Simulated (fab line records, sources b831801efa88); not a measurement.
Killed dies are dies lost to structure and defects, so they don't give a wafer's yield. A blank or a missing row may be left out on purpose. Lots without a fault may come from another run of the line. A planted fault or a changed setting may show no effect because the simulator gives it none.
A sampling plan put to the test | flow gf180mcu | one fab line, 51 faults that these records tell of, each judged on the records of the lots that it struck
The plan is the line's own looks: the steps of the route at which a gauge or an inspection reads the wafer and doesn't change it. A look can be judged if struck wafers have a number there and the file gives its usual mean and standard deviation on fault-free wafers. Caught: at a look after the fault's first step, the mean of the struck wafers lies 4 or more of those standard deviations (sigma) from the usual mean. On the tool: the same test on the tool's own readings at the fault's steps. Another recipe on the struck wafers, or a record that is blank for them alone, also counts as caught.

THE FAULTS, as the simulator had put them in
1. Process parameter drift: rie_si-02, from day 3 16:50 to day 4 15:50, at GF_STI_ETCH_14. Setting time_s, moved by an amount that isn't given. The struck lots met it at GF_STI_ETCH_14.
2. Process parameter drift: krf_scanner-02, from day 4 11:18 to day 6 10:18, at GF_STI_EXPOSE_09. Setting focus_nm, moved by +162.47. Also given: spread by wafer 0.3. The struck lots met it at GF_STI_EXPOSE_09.
3. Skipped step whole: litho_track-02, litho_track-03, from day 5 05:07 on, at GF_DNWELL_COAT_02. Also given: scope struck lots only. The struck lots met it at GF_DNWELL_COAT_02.
4. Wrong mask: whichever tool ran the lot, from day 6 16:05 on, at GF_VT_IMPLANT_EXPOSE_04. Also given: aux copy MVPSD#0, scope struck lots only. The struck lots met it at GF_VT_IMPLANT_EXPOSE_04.
5. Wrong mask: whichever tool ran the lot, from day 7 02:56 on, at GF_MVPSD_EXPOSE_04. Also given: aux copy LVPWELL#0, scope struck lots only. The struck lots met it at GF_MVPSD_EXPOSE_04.
6. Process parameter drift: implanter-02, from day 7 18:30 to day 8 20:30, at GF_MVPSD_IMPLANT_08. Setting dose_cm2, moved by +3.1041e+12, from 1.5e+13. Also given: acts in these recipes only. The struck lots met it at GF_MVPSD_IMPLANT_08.
7. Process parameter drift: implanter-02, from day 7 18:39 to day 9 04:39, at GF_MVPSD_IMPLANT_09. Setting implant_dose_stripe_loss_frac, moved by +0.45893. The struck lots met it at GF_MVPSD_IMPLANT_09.
8. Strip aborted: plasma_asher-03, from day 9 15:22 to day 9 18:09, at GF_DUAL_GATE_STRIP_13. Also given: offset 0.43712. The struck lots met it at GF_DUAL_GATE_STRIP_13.
9. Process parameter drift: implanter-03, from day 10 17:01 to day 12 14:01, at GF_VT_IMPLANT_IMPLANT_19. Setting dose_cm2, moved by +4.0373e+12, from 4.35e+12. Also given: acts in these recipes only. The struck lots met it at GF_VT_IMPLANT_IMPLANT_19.
10. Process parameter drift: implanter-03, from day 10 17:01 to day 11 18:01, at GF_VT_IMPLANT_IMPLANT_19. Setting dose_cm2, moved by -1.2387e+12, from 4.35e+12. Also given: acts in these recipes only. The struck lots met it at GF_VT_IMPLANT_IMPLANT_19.
11. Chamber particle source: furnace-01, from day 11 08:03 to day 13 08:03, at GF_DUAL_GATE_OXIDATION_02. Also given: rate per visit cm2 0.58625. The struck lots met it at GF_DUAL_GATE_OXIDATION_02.
12. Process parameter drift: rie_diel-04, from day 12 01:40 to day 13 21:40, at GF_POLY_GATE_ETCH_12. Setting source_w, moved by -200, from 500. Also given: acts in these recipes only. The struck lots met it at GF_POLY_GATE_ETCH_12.
13. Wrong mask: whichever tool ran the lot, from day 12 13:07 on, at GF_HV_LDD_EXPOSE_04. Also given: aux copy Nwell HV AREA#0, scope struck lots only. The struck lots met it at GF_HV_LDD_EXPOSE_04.
14. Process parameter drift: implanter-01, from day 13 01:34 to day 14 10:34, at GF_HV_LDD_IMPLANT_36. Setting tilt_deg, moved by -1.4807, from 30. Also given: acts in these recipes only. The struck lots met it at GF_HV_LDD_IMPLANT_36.
15. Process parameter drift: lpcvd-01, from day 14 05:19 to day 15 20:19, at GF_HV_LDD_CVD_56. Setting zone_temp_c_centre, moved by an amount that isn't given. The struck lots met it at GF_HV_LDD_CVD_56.
16. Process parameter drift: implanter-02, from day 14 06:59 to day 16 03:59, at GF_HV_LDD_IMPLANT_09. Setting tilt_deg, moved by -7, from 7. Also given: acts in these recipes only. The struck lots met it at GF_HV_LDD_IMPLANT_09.
17. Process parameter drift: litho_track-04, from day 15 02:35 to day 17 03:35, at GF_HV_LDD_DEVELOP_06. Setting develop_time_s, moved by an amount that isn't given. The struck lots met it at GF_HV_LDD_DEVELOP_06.
18. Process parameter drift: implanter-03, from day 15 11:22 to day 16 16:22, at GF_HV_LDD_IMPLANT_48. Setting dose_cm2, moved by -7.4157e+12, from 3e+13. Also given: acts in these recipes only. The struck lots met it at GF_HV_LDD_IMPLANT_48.
19. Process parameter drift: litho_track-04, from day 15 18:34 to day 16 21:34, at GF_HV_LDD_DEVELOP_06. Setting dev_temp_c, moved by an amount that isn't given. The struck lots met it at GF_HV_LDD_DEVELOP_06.
20. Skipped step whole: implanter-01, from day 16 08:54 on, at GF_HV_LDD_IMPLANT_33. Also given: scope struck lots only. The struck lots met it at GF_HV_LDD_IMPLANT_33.
21. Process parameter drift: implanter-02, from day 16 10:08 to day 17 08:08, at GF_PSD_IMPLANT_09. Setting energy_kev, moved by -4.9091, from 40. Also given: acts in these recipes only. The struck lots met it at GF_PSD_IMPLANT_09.
22. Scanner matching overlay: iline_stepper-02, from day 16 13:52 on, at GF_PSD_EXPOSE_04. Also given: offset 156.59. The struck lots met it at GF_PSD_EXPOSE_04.
23. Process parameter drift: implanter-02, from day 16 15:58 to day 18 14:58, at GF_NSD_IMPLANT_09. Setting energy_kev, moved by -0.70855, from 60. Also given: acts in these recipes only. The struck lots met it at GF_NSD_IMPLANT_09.
24. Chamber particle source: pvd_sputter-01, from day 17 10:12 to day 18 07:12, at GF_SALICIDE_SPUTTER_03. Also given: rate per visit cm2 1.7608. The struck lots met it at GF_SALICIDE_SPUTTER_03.
25. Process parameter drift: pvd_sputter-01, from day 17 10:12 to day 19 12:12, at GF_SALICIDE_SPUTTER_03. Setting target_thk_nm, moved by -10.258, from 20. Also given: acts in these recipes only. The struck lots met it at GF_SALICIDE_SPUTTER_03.
26. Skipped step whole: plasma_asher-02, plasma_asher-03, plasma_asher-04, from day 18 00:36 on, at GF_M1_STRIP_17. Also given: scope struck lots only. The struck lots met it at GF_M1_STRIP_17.
27. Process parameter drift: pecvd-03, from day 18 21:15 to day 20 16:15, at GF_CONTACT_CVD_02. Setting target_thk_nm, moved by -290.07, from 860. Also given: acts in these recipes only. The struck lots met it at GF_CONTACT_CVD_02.
28. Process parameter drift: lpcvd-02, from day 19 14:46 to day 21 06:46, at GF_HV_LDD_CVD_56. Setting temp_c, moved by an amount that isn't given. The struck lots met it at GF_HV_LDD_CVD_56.
29. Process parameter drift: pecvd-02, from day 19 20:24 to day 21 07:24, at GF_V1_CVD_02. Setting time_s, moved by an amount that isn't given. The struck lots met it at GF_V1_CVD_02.
30. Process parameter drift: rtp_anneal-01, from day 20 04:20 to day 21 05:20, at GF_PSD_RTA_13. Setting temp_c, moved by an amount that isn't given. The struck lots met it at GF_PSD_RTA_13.
31. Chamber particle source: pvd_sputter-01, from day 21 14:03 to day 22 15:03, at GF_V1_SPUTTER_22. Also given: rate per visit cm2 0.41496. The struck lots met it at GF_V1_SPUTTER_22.
32. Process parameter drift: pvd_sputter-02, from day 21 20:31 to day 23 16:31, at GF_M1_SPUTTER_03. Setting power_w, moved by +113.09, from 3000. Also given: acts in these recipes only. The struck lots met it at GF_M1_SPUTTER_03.
33. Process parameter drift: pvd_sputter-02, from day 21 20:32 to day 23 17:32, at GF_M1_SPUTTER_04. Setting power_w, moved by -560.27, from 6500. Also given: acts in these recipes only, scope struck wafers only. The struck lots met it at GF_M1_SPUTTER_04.
34. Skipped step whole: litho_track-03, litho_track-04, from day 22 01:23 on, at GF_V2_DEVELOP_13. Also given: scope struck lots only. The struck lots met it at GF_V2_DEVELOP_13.
35. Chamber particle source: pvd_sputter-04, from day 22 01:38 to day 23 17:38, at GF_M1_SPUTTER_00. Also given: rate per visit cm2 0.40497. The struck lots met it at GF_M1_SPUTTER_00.
36. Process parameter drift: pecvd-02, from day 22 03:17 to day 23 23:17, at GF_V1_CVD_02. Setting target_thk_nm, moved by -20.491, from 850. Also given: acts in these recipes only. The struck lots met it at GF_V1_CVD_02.
37. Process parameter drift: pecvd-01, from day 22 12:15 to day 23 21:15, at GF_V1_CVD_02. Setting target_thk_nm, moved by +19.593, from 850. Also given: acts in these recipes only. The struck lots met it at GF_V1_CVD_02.
38. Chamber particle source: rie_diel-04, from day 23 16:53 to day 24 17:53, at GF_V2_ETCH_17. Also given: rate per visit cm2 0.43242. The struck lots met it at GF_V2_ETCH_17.
39. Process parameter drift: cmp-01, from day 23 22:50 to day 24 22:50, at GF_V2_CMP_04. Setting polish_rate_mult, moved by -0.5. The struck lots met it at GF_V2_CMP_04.
40. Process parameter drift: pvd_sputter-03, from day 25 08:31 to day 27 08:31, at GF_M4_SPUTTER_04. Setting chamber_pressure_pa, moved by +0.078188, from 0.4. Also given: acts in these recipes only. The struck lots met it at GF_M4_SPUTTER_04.
41. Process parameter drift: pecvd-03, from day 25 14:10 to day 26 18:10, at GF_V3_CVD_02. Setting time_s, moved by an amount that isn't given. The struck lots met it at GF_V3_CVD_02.
42. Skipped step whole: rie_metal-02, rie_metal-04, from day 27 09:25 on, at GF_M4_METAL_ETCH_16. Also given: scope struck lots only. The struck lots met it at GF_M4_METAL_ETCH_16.
43. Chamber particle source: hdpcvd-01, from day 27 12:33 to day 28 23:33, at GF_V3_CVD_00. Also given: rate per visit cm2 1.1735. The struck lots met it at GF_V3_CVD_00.
44. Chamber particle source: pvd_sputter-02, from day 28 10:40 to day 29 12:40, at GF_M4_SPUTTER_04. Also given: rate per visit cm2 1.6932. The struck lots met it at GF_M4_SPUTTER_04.
45. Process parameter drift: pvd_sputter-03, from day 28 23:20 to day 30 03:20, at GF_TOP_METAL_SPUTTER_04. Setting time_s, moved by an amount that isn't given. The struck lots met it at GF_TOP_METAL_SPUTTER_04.
46. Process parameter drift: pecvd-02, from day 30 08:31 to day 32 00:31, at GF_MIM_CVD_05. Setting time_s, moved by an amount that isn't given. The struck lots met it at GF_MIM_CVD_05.
47. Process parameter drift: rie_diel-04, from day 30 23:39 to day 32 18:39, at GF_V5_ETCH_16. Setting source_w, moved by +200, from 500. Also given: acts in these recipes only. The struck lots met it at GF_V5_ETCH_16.
48. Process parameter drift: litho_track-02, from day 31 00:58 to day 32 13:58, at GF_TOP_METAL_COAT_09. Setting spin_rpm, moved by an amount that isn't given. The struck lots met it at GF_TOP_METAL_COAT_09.
49. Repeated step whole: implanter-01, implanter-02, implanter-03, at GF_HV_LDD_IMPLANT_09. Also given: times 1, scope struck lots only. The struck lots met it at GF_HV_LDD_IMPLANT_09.
50. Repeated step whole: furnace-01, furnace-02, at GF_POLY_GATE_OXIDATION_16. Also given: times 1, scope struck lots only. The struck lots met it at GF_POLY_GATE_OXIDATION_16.
51. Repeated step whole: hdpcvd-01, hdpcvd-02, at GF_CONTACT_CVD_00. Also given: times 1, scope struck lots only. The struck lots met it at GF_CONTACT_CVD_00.

WHAT THE PLAN SAW
fault | on the tool itself                               | first look that catches it                      | reading, sigma                                    | median hours from its first step to that look | hours from the fault's start to the first struck lot there | judged looks passed uncaught
1     | run_length_s +34 sigma                           | not the one look that can be judged after it    | -                                                 | -                                             | -                                                          | 1
2     | exposure_dose_mJ_cm2 -12 sigma                   | GF_STI_CD_MEAS_12                               | cd_nm -5.7                                        | 6.3                                           | 19                                                         | 0
3     | the tool's record is blank for the struck wafers | GF_NWELL_TW_MEAS_11                             | NWELL_TW +15                                      | 23.1                                          | 26                                                         | 0
4     | no reading that can be judged                    | GF_VT_IMPLANT_TW_MEAS_10                        | VT_IMPLANT_TW -68                                 | 7.9                                           | 11                                                         | 0
5     | no reading that can be judged                    | GF_MVPSD_TW_MEAS_11                             | MVPSD_TW -67                                      | 8.1                                           | 11                                                         | 0
6     | dose_ions_cm2 +99 or beyond sigma                | GF_VT_IMPLANT_RS_MEAS_49                        | MVPSD_RS -33                                      | 71.2                                          | 76                                                         | 1
7     | no reading that can be judged                    | GF_VT_IMPLANT_RS_MEAS_49                        | MVPSD_RS +8.1                                     | 71.0                                          | 76                                                         | 0
8     | oes_product_au +52 sigma                         | no look after it can be judged                  | -                                                 | -                                             | -                                                          | 0
9     | dose_ions_cm2 +99 or beyond sigma                | GF_VT_IMPLANT_TW_MEAS_21                        | VT_IMPLANT_2_TW +18                               | 0.2                                           | 6                                                          | 0
10    | dose_ions_cm2 -99 or beyond sigma                | GF_VT_IMPLANT_TW_MEAS_21                        | VT_IMPLANT_2_TW -6.8                              | 0.2                                           | 6                                                          | 0
11    | under 2 sigma                                    | not the one look that can be judged after it    | -                                                 | -                                             | -                                                          | 1
12    | rf_fwd_power_W -99 or beyond sigma               | none of the 2 looks that can be judged after it | strongest: cd_nm at GF_POLY_GATE_CD_MEAS_18, +3.0 | -                                             | -                                                          | 2
13    | under 2 sigma                                    | GF_HV_LDD_TW_MEAS_11                            | HV_LDD_TW -86                                     | 10.0                                          | 14                                                         | 0
14    | tilt_deg -71 sigma                               | none of the 2 looks that can be judged after it | -                                                 | -                                             | -                                                          | 2
15    | spike_tc_centre_C -24 sigma                      | GF_HV_LDD_THK_MEAS_57                           | HV_LDD_CVD_56_THK -15                             | 1.8                                           | 5                                                          | 0
16    | tilt_deg -99 or beyond sigma                     | GF_HV_LDD_TW_MEAS_11                            | HV_LDD_TW -8.6                                    | 0.2                                           | 7                                                          | 0
17    | under 2 sigma                                    | GF_HV_LDD_CD_MEAS_07                            | cd_nm -13                                         | 0.1                                           | 7                                                          | 0
18    | dose_ions_cm2 -99 or beyond sigma                | GF_HV_LDD_TW_MEAS_50                            | HV_LDD_4_TW -6.8                                  | 0.2                                           | 8                                                          | 0
19    | developer_temp_C -20 sigma                       | not the one look that can be judged after it    | strongest: cd_nm at GF_HV_LDD_CD_MEAS_07, +3.8    | -                                             | -                                                          | 1
20    | the tool's record is blank for the struck wafers | GF_HV_LDD_TW_MEAS_38                            | HV_LDD_3_TW -6.3                                  | 0.7                                           | 2                                                          | 0
21    | beam_energy_keV -99 or beyond sigma              | GF_PSD_RS_MEAS_15                               | PSD_RS +20                                        | 0.6                                           | 6                                                          | 1
22    | no reading that can be judged                    | GF_PSD_OVL_MEAS_08                              | PSD_OVL +99 or beyond                             | 11.8                                          | 22                                                         | 0
23    | beam_energy_keV -39 sigma                        | not the one look that can be judged after it    | -                                                 | -                                             | -                                                          | 1
24    | under 2 sigma                                    | not the one look that can be judged after it    | -                                                 | -                                             | -                                                          | 1
25    | under 2 sigma                                    | GF_SALICIDE_RS_MEAS_04                          | SALICIDE_TIN_RS +10                               | 0.1                                           | 5                                                          | 0
26    | no reading that can be judged                    | no look after it can be judged                  | -                                                 | -                                             | -                                                          | 0
27    | under 2 sigma                                    | GF_CONTACT_THK_MEAS_03                          | CONTACT_CVD_02_THK -24                            | 0.1                                           | 8                                                          | 0
28    | susceptor_temp_C -34 sigma                       | GF_HV_LDD_THK_MEAS_57                           | HV_LDD_CVD_56_THK -15                             | 1.4                                           | 11                                                         | 0
29    | run_length_s +4.5 sigma                          | not the one look that can be judged after it    | -                                                 | -                                             | -                                                          | 1
30    | wafer_temp_C_max -21 sigma                       | GF_PSD_RS_MEAS_14                               | NSD_RS +29                                        | 0.1                                           | 8                                                          | 0
31    | under 2 sigma                                    | none of the 2 looks that can be judged after it | -                                                 | -                                             | -                                                          | 2
32    | cathode_dc_power_W +99 or beyond sigma           | no look after it can be judged                  | -                                                 | -                                             | -                                                          | 0
33    | cathode_dc_power_W -99 or beyond sigma           | none of the 7 looks that can be judged after it | -                                                 | -                                             | -                                                          | 7
34    | no reading that can be judged                    | no look after it can be judged                  | -                                                 | -                                             | -                                                          | 0
35    | under 2 sigma                                    | none of the 2 looks that can be judged after it | -                                                 | -                                             | -                                                          | 2
36    | under 2 sigma                                    | GF_V1_CD_MEAS_14                                | cd_nm +4.9                                        | 23.1                                          | 33                                                         | 0
37    | under 2 sigma                                    | not the one look that can be judged after it    | -                                                 | -                                             | -                                                          | 1
38    | under 2 sigma                                    | not the one look that can be judged after it    | -                                                 | -                                             | -                                                          | 1
39    | only faintly: time_to_endpoint_s +3.8 sigma      | no look after it can be judged                  | -                                                 | -                                             | -                                                          | 0
40    | chamber_pressure_pa +90 sigma                    | none of the 7 looks that can be judged after it | -                                                 | -                                             | -                                                          | 7
41    | run_length_s +17 sigma                           | GF_V3_THK_MEAS_03                               | V3_CVD_02_THK +6.7                                | 0.1                                           | 4                                                          | 0
42    | the tool's record is blank for the struck wafers | no look after it can be judged                  | -                                                 | -                                             | -                                                          | 0
43    | no reading that can be judged                    | not the one look that can be judged after it    | -                                                 | -                                             | -                                                          | 1
44    | under 2 sigma                                    | none of the 2 looks that can be judged after it | -                                                 | -                                             | -                                                          | 2
45    | under 2 sigma                                    | none of the 4 looks that can be judged after it | -                                                 | -                                             | -                                                          | 4
46    | run_length_s -4.8 sigma                          | GF_MIM_THK_MEAS_06                              | MIM_CVD_05_THK -7.4                               | 0.0                                           | 8                                                          | 0
47    | rf_fwd_power_W +99 or beyond sigma               | no look after it can be judged                  | -                                                 | -                                             | -                                                          | 0
48    | spin_speed_rpm -82 sigma                         | no look after it can be judged                  | -                                                 | -                                             | -                                                          | 0
49    | under 2 sigma                                    | GF_HV_LDD_TW_MEAS_11                            | HV_LDD_TW +16                                     | 0.6                                           | -                                                          | 0
50    | under 2 sigma                                    | GF_POLY_GATE_THK_MEAS_17                        | POLY_GATE_OXIDATION_THK +21                       | 3.6                                           | -                                                          | 0
51    | no reading that can be judged                    | GF_CONTACT_THK_MEAS_01                          | CONTACT_CVD_00_THK +99 or beyond                  | 0.3                                           | -                                                          | 0
A dash: the fault isn't caught, or these records don't give the number.

Caught at a look: 26 of 51. Caught on the tool: 27 of 51. By one or the other: 39 of 51.
Caught on the tool alone: faults 1, 8, 12, 14, 19, 23, 29, 32, 33, 40, 42, 47, 48.
Caught at a look alone: faults 4, 5, 7, 13, 17, 22, 25, 27, 36, 49, 50, 51.
Caught by neither: faults 11, 24, 26, 31, 34, 35, 37, 38, 39, 43, 44, 45.

THINNER SAMPLING
If the look that catches a fault measured only every second or every third lot, by lot number, the first struck lot would be measured this late in the worst case:
fault | struck lots at that look, in order of time | every lot | every second lot | every third lot
2     | L851                                       | 19 h      | may miss it      | may miss it
3     | L346, L347, L348                           | 26 h      | 34 h             | 37 h
4     | L629                                       | 11 h      | may miss it      | may miss it
5     | L667                                       | 11 h      | may miss it      | may miss it
6     | L862, L863                                 | 76 h      | 84 h             | may miss all 2
7     | L830, L831                                 | 76 h      | 83 h             | may miss all 2
9     | L402, L404                                 | 6 h       | may miss all 2   | may miss all 2
10    | L142, L144                                 | 6 h       | may miss all 2   | may miss all 2
13    | L680                                       | 14 h      | may miss it      | may miss it
15    | L839, L842                                 | 5 h       | 32 h             | may miss all 2
16    | L778, L780                                 | 7 h       | may miss all 2   | may miss all 2
17    | L962, L965, L966                           | 7 h       | 26 h             | may miss all 3
18    | L521, L522                                 | 8 h       | 15 h             | may miss all 2
20    | L232, L234                                 | 2 h       | may miss all 2   | may miss all 2
21    | L938, L939                                 | 6 h       | 19 h             | may miss all 2
22    | L896, L898, L901                           | 22 h      | 72 h             | may miss all 3
25    | L975, L976                                 | 5 h       | 19 h             | may miss all 2
27    | L925, L926                                 | 8 h       | 17 h             | may miss all 2
28    | L992, L991                                 | 11 h      | 16 h             | may miss all 2
30    | L510, L511                                 | 8 h       | 10 h             | may miss all 2
36    | L527                                       | 33 h      | may miss it      | may miss it
41    | L463, L464, L465                           | 4 h       | 10 h             | 26 h
46    | L482, L484                                 | 8 h       | may miss all 2   | may miss all 2
Hours are from the fault's start to the first struck lot that is measured. The limit of 4 sigma was tested on all struck wafers together, so one lot alone may lie under it. Other struck lots may not be in these records.

THE LONGEST TIMED WAY FROM STEP TO LOOK
Fault 6: a median of 71.2 hours passes between GF_MVPSD_IMPLANT_08 and GF_VT_IMPLANT_RS_MEAS_49. The look between them that can be judged stayed within 4 sigma: GF_MVPSD_TW_MEAS_11.
